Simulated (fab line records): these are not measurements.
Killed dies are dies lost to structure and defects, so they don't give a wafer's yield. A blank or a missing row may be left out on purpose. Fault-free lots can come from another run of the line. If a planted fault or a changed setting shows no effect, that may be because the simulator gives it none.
Problem report in the 8D (eight disciplines) form, filled by code | flow sky130 | the parts of the form that need people (team, actions taken, sign-off) are left out

== 1. WHAT WENT WRONG ==
Mean of oes_product_au at SKY_SONOS_ONO_STRIP_17: 0.940 a.u. over 3 wafers from 1 lot, against 0.710 a.u. (standard deviation 0.0042) on wafers with no fault. Measured from the usual mean, that is +55 standard deviations.
The step: strips in O2/N2.
First seen on wafer L833.2, day 15 09:14, on plasma_asher-04. The record holds 36 wafers of 12 lots with a number at this step. Rule for "out" (also "out of limits"): further than 4 standard deviations from the usual mean. The rest of the wafers with a number are treated as sound.

== 2. WHAT IT IS, AND WHAT IT ISN'T ==
question                    | is                     | is not
which readings at this step | oes_product_au         | drypump_motor_current_A, n2_flow_sccm
which lots                  | L833                   | L825, L826, L827, L828, L840, L841, L842, L843, L845, L846, L848
which wafers of those lots  | all that have a number | -
read on which tools         | plasma_asher-04        | plasma_asher-03
when                        | from day 15 09:14      | up to then (12 sound wafers); but 21 sound wafers of L840, L841, L842, L843, L845, L846, L848 came after

== 3. WHAT RULES OUT EACH SUSPECT ==
Counting: any tool at a process step up to the reading is kept as a suspect provided that every lot that is out went through it and no sound lot did after the first of them.
- plasma_asher-04 at SKY_SONOS_ONO_STRIP_17 (strips in O2/N2): ruled out as a lasting fault. Following L833 (day 15 09:14), the first lot on it that is out, the sound lots L840, L841, L843, L845, L846, L848 were run on it.
Left after counting: nothing in the record.

== 4. THE CAUSE (what the simulator had put in) ==
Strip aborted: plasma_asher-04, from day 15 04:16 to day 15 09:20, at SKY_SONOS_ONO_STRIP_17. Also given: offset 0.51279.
Counting ruled it out, wrongly.

== 5. SEQUENCE OF EFFECTS, ordered by route ==
Each row: a reading whose mean over the struck wafers that have a number lies more than 3 standard deviations from the usual. Only readings for which the record gives a usual standard deviation are gone through. hours: the time from each lot's start at the first step in this table that gives one to its start at this step, as a median over the lots. sigmas: the change in usual standard deviations.
hours | step                   | reading             | usual      | on struck wafers | change | sigmas
0     | SKY_SONOS_ONO_STRIP_17 | oes_product_au      | 0.710 a.u. | 0.940            | +0.230 | +55
780   | SKY_PAD_OPEN_PROBE_99  | killed_at_front_end | 15         | 429              | +414   | +96
780   | SKY_PAD_OPEN_PROBE_99  | killed_dies         | 87         | 492              | +405   | +37
780   | SKY_PAD_OPEN_PROBE_99  | killed_on_rim       | 17         | 96               | +79    | +22
Its process steps:
- SKY_SONOS_ONO_STRIP_17: strips in O2/N2.
- SKY_PAD_OPEN_PROBE_99
Readings that are blank on the struck wafers while sound wafers have them: strip_time_to_endpoint_s at SKY_SONOS_ONO_STRIP_17.

== 6. HOW IT WOULD HAVE BEEN CAUGHT EARLIER ==
The fault began at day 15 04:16; the first out-of-limits reading in this record came at day 15 09:14, 5 hours later.
